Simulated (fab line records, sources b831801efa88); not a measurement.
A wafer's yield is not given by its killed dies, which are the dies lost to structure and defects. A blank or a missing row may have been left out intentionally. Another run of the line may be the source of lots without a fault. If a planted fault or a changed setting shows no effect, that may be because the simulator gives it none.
A struck lot beside a sound one || flow sfq_line || 13 out of 325 route steps
Sound: these wafers, L168.3, L168.4, L168.5. Struck: wafers L180.2, L180.3, L180.4. The cause is named last.
At each step with rows: each side's tool, then ch and its chambers, then its first start. Under that, the readings that differ: sound wafers || struck wafers || difference of the means || sigmas: that difference in standard deviations of wafers without a fault.
alike: readings whose means differ by less than 2 such deviations, and words and numbers that are the same on both sides. not compared: withheld readings, readings that some wafer has no value for, bounds like >300 that may hide the same value, and numbers for which the record gives no deviation and whose values overlap.
The two part at a step that has a row with sigmas, a row that says differs or no value, or rows on one side only. Numbers that have no deviation but don't overlap get no sigmas and don't part them. Lack of a reading on every wafer of one side parts them only where that side has two or more wafers.

first, 6 steps without rows for these wafers: SFQ_TRILAYER_M0_LITHO_COAT_026 (resist thk 62 nm); SFQ_TRILAYER_M0_LITHO_COAT_021 (resist thk 600 nm); SFQ_TRILAYER_M0_LITHO_SOFTBAKE_025; SFQ_TRILAYER_M0_LITHO_EXPOSE_022 (exposes mask M0, target cd 500 nm); SFQ_TRILAYER_M0_LITHO_PEB_024 (peb time 60 s); SFQ_TRILAYER_M0_LITHO_DEVELOP_023 (time 60 s).
SFQ_M0_OVL_MEAS_906:
  sound on overlay-01 at day 6 16:01; struck on overlay-01 at day 11 07:56
  alike: M0_OVL
SFQ_TRILAYER_M0_BARC_OPEN_METAL_ETCH_031: etches BARC in O2, target depth 125 nm, time 41.7 s.
  sound on rie_metal-03 ch 0,1, day 6 16:03; struck on rie_metal-04 ch 0,1, day 11 07:58
  alike: drypump_motor_current_A, oes_product_au
  not compared: rf_hours_counter_h
SFQ_TRILAYER_M0_ETCH_METAL_ETCH_024: etches Nb in Cl2/Ar, stops on SiO2, target depth 240 nm, time 120 s.
  sound on rie_metal-03 ch 0,1, day 6 16:08; struck on rie_metal-04 ch 0,1, day 11 08:01
  alike: drypump_motor_current_A, oes_product_au
  not compared: rf_hours_counter_h
SFQ_TRILAYER_M0_STRIP_STRIP_025: strips in O2.
  sound on rie_metal-03 ch 0,1, day 6 16:25; struck on rie_metal-04 ch 0,1, day 11 08:08
  alike: drypump_motor_current_A, oes_product_au
  not compared: rf_hours_counter_h
then, 1 step without rows for these wafers: SFQ_TRILAYER_M0_STRIP_SOLV_CLEAN_026 (cleans in NMP, time 600 s).
SFQ_TRILAYER_I0_DEP_PECVD_027: deposits SiO2 from SiH4/N2O, time 111.11 s, target thk 500 nm.
  sound on pecvd-04 ch 0,1,2, day 6 16:59; struck on pecvd-02 ch 0,2, day 11 08:55
{"reading": "rf_fwd_power_W (W)", "sound": "182.5 181.9 182.7", "struck": "212.1 210.4 211.2", "difference": "+28.9", "sigmas": "+49"}
{"reading": "model.SiO2_of_TRILAYER_I0_DEP_PECVD_027.thk_nm (nm)", "sound": "491 500.6 493.8", "struck": "517.5 522.7 529.5", "difference": "+28.1", "sigmas": ""}
  alike: heater_power_w, throttle_valve_pct
  not compared: since_wet_clean_h
SFQ_TRILAYER_I0_CMP_CMP_028: polishes SiO2.
  sound on cmp-01 ch 0,1, day 6 17:04; struck on cmp-02 ch 0,1,2, day 11 13:51
{"reading": "motor_current_A (A)", "sound": "12.3 11.8 11.8", "struck": "9.7 11.1 9.2", "difference": -2.0, "sigmas": -2}
{"reading": "time_to_endpoint_s (s)", "sound": "211 215 210", "struck": "228 230 233", "difference": "+18", "sigmas": "+3"}

WHERE THEY PART
First at SFQ_TRILAYER_I0_DEP_PECVD_027; last, within this record, at SFQ_TRILAYER_I0_CMP_CMP_028.

WHY: what had been put in by the simulator
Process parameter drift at SFQ_TRILAYER_I0_DEP_PECVD_027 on pecvd-02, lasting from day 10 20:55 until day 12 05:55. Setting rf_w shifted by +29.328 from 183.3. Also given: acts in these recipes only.
